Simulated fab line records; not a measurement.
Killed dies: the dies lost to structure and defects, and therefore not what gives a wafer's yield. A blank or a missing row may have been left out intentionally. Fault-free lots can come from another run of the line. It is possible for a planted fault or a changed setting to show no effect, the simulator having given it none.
Chamber matching + flow gf180mcu + cmp-01 running GF_V4_CMP_04: 4 sister chambers
The step polishes SiO2. 4 wafers are shown with their chamber, then 7 later ones without.

## WAFERS PAIRED WITH THEIR CHAMBERS
| wafer  | chamber | motor-current-A (A) |
|--------|---------|---------------------|
| L284.1 | 3       | 12.9                |
| L288.6 | 2       | 12.1                |
| L289.4 | 0       | 11.8                |
| L289.5 | 1       | 11.8                |

## WAFERS MISSING THEIR CHAMBER
| wafer  | motor-current-A (A) |
|--------|---------------------|
| L289.6 | 12.6                |
| L298.1 | 11.7                |
| L298.5 | 11.9                |
| L298.6 | 12.0                |
| L300.3 | 12.5                |
| L300.5 | 12.6                |
| L300.6 | 13.5                |

## THE CHAMBER EACH PASSED THROUGH
| wafer  | from the rows above               | in truth |
|--------|-----------------------------------|----------|
| L289.6 | can't be placed: 3 or 2 or 0 or 1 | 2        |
| L298.1 | can't be placed: 0 or 1 or 2      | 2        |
| L298.5 | can't be placed: 0 or 1 or 2      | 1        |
| L298.6 | can't be placed: 2 or 0 or 1      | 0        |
| L300.3 | can't be placed: 2 or 3 or 0 or 1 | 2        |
| L300.5 | can't be placed: 3 or 2 or 0 or 1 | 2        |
| L300.6 | 3                                 | 3        |
1 of 7 placed correctly. Not placeable from these rows: 6 (in 6, the candidates include the true chamber). Wrongly placed: 0.
How it was worked out, from the rows above alone: a wafer's distance from a chamber is the root of the sum, over the readings, of the square of ((its reading less the chamber's mean) divided by the reading's scatter). If the next closest chamber is less than 2 further off than the closest, the wafer can't be placed; otherwise it belongs to the closest. The mean given for a chamber averages the wafers shown for that chamber. The scatter (one wafer shown for each chamber): square how far every hidden wafer sits from the nearest shown wafer, average those squares and take the square root.
